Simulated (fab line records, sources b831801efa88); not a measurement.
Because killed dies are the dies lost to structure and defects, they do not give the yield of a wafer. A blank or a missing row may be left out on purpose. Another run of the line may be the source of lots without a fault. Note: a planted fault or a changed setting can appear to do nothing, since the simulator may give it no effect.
Chamber matching | flow sky130 | SKY_VIA2_CMP_02 on cmp-02: 4 sister chambers
The step polishes SiO2. 16 wafers are shown with their chamber, then 8 later ones without.

== WAFERS PAIRED WITH THEIR CHAMBERS ==
wafer  | chamber | motorCurrentA (A)
L817.2 | 1       | 15.1
L817.3 | 2       | 11.9
L817.6 | 2       | 12.7
L818.3 | 1       | 15.0
L818.4 | 2       | 12.6
L818.5 | 0       | 13.6
L819.1 | 3       | 11.5
L819.3 | 0       | 13.0
L819.4 | 2       | 12.2
L824.2 | 1       | 14.9
L824.3 | 3       | 11.6
L824.6 | 1       | 15.0
L825.1 | 2       | 12.3
L825.3 | 1       | 15.7
L825.5 | 3       | 11.8
L835.1 | 2       | 11.9

SIGNATURES, as means of the wafers listed above
reading       | chamber 0 | chamber 1 | chamber 2 | chamber 3 | scatter within a chamber
motorCurrentA | 13.300    | 15.140    | 12.267    | 11.633    | 0.318
Rule: a wafer's distance from a chamber is the root of the sum, over the readings, of the square of ((its reading less the chamber's mean) divided by the reading's scatter). The wafer belongs to the nearest chamber; if the next one is less than 2 further off, it can't be placed. How the scatter is found: for the shown wafers, subtract from each reading the mean of its chamber, square and add these, divide the total by (wafers less chambers), then take the root.

== WAFERS WITHOUT THEIR CHAMBER ==
wafer  | motorCurrentA (A)
L835.4 | 14.0
L835.6 | 11.6
L837.1 | 14.8
L837.2 | 13.7
L837.6 | 13.6
L839.2 | 12.1
L839.3 | 15.2
L839.4 | 12.4

== THE CHAMBER EACH PASSED THROUGH ==
wafer  | from the rows above     | in truth
L835.4 | can't be placed: 0 or 1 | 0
L835.6 | can't be placed: 3 or 2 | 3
L837.1 | 1                       | 1
L837.2 | 0                       | 0
L837.6 | 0                       | 0
L839.2 | can't be placed: 2 or 3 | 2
L839.3 | 1                       | 1
L839.4 | can't be placed: 2 or 3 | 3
Placed correctly: 4 of 8. From these rows, 4 cannot be placed; in 4 the true chamber is one of the candidates. 0 placed wrongly.
